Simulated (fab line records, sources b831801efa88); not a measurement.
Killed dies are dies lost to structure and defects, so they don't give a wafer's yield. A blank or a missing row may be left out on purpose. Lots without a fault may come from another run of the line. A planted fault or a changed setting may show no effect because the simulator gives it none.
Which tool did it? | flow sky130 | 14 lots, 42 wafers sampled, at 3 steps of a route of 708

WHAT THE GAUGES READ, wafer by wafer
SKY_FIELD_ISO_BOW_MEAS_00.
lot  | measured    | on            | INCOMING_BOW (um)
L471 | day 1 10:04 | film_metro-02 | 5 0 4
L472 | day 1 15:02 | film_metro-01 | 6 6 5
L475 | day 2 06:01 | film_metro-02 | 5 -7 -11
L476 | day 2 11:00 | film_metro-04 | 8 -8 9
L484 | day 4 03:04 | film_metro-02 | -14 -5 -4
L486 | day 4 13:00 | film_metro-02 | -2 -10 8
L487 | day 4 18:02 | film_metro-04 | 12 -2 -15
L488 | day 4 23:00 | film_metro-01 | 10 -6 0
L489 | day 5 04:01 | film_metro-04 | 0 15 7
L490 | day 5 09:02 | film_metro-04 | -3 -16 3
L491 | day 5 14:00 | film_metro-01 | 5 -1 4
L492 | day 5 19:00 | film_metro-04 | 7 -2 -1
L493 | day 6 00:01 | film_metro-04 | 3 -9 -11
L494 | day 6 05:00 | film_metro-01 | -12 2 2

SKY_FIELD_ISO_THK_MEAS_02.
lot  | measured    | on            | FIELD_ISO_OXIDATION_00_THK (nm)
L471 | day 1 11:48 | film_metro-01 | 12.38 12.07 12.15
L472 | day 1 18:03 | film_metro-04 | 12.36 12.32 12.32
L475 | day 2 08:19 | film_metro-01 | 11.92 12.32 12.11
L476 | day 2 13:11 | film_metro-02 | 12.08 11.95 12.04
L484 | day 4 06:29 | film_metro-04 | 12.24 12.05 12.07
L486 | day 4 14:38 | film_metro-01 | 12.29 12.39 12.30
L487 | day 4 20:51 | film_metro-04 | 12.29 12.13 12.18
L488 | day 5 01:01 | film_metro-01 | 12.04 12.10 12.22
L489 | day 5 06:38 | film_metro-04 | 12.10 12.20 11.99
L490 | day 5 10:39 | film_metro-01 | 12.25 12.43 12.43
L491 | day 5 15:38 | film_metro-01 | 12.24 12.13 12.31
L492 | day 5 21:35 | film_metro-04 | 11.93 12.01 12.20
L493 | day 6 03:01 | film_metro-04 | 11.81 11.73 11.66
L494 | day 6 08:30 | film_metro-02 | 12.17 12.21 12.27

SKY_FIELD_ISO_THK_MEAS_04.
lot  | measured    | on            | FIELD_ISO_CVD_03_THK (nm)
L471 | day 1 13:38 | film_metro-02 | 164.3 165.1 164.7
L472 | day 1 19:53 | film_metro-02 | 162.6 164.6 164.3
L475 | day 2 10:10 | film_metro-04 | 163.2 165.1 165.3
L476 | day 2 15:42 | film_metro-04 | 164.6 165.7 165.5
L484 | day 4 12:10 | film_metro-01 | 162.9 163.8 163.1
L486 | day 4 20:49 | film_metro-01 | 162.5 162.1 163.4
L487 | day 5 00:52 | film_metro-04 | 164.5 164.2 165.0
L488 | day 5 04:00 | film_metro-01 | 165.0 164.0 164.0
L489 | day 5 08:29 | film_metro-04 | 164.1 163.5 163.4
L490 | day 5 12:32 | film_metro-01 | 167.8 167.1 168.1
L491 | day 5 18:22 | film_metro-01 | 166.3 166.8 167.9
L492 | day 5 23:25 | film_metro-02 | 165.2 165.0 164.0
L493 | day 6 05:43 | film_metro-04 | 164.9 164.7 163.6
L494 | day 6 10:21 | film_metro-01 | 167.7 167.6 167.0

WHICH TOOL RAN EACH LOT (tool, then ch and the chambers of the sampled wafers, then the start)
The record holds no process step before these readings.

WHAT THE TOOLS THEMSELVES READ (means of the sampled wafers that have a number; where no wafer has one, the mark that the record gives instead)
The record holds no such reading with a usual standard deviation.

THE ANSWER, worked out from the rows above alone
Rule: what is usual is taken from the lots themselves. Put in order of their means at a reading, lots are off if they are a third of the lots or fewer, leave a main group of 4 or more, and stand apart from it by a gap of 3 or more times the standard deviation of the main group's means; of several such gaps the widest counts. A main group whose means are all the same, to the digits that the tables above print for the reading, isn't used. A lot without any number at a reading at which 4 lots or more have one is off too. The other lots that the step has rows for count as sound. The gauges are gone through in route order, then the tools' own readings, and for those a lot's mean is taken as printed above. The first step at which some lot is off is used, and at that step the reading that is off furthest; a lot without a number counts as furthest.
No lot is off at any reading shown: from this, nothing can be told.

WHAT THE SIMULATOR HAD PUT IN
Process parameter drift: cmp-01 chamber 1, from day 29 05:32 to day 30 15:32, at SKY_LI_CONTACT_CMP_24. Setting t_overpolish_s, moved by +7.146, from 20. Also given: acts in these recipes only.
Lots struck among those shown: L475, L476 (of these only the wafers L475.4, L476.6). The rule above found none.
